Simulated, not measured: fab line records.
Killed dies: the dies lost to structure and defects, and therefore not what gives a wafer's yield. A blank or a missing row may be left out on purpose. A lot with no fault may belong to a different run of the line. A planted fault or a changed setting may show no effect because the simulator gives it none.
Matching of chambers -- flow gf180mcu -- GF_STI_ETCH_13 on rie-diel-01: 4 sister chambers
The step etches the open film in CHF3/O2, stops on Si, target depth 282.31 nm, time 112.9 s. 8 wafers are shown with their chamber, then 7 later ones without.

== EACH WAFER AND ITS CHAMBER ==
wafer,chamber,drypump-motor-current-A (A),O2_flow_sccm (sccm)
L714.4,2,6.5,5.024
L715.5,0,5.9,5.000
L717.1,2,6.6,5.016
L728.1,3,4.9,4.995
L728.4,1,6.3,5.002
L728.5,0,5.9,4.991
L732.3,3,4.9,4.981
L732.4,1,6.3,5.028

== WAFERS MISSING THEIR CHAMBER ==
wafer,drypump-motor-current-A (A),O2_flow_sccm (sccm)
L732.6,4.9,5.000
L735.2,5.9,4.997
L735.3,6.6,4.989
L735.6,5.0,5.017
L736.4,6.3,4.990
L736.5,5.9,4.989
L736.6,6.3,4.998

== WHICH CHAMBER EACH ONE RAN IN ==
wafer,from the rows above,in truth
L732.6,3,3
L735.2,0,0
L735.3,2,2
L735.6,3,3
L736.4,1,1
L736.5,0,0
L736.6,1,1
Correctly placed: 7 of 7. Can't be placed from these rows: 0. Wrongly placed: 0.
How it was worked out, from the rows above alone: a wafer's distance from a chamber is the root of the sum, over the readings, of the square of ((its reading less the chamber's mean) divided by the reading's scatter). The wafer belongs to the nearest chamber; if the next one is less than 2 further off, it can't be placed. For every chamber, the mean is computed from those of its wafers that are shown. The scatter is the square root of a quotient: the sum, over the shown wafers, of each reading's squared deviation from its chamber's mean, divided by wafers minus chambers.
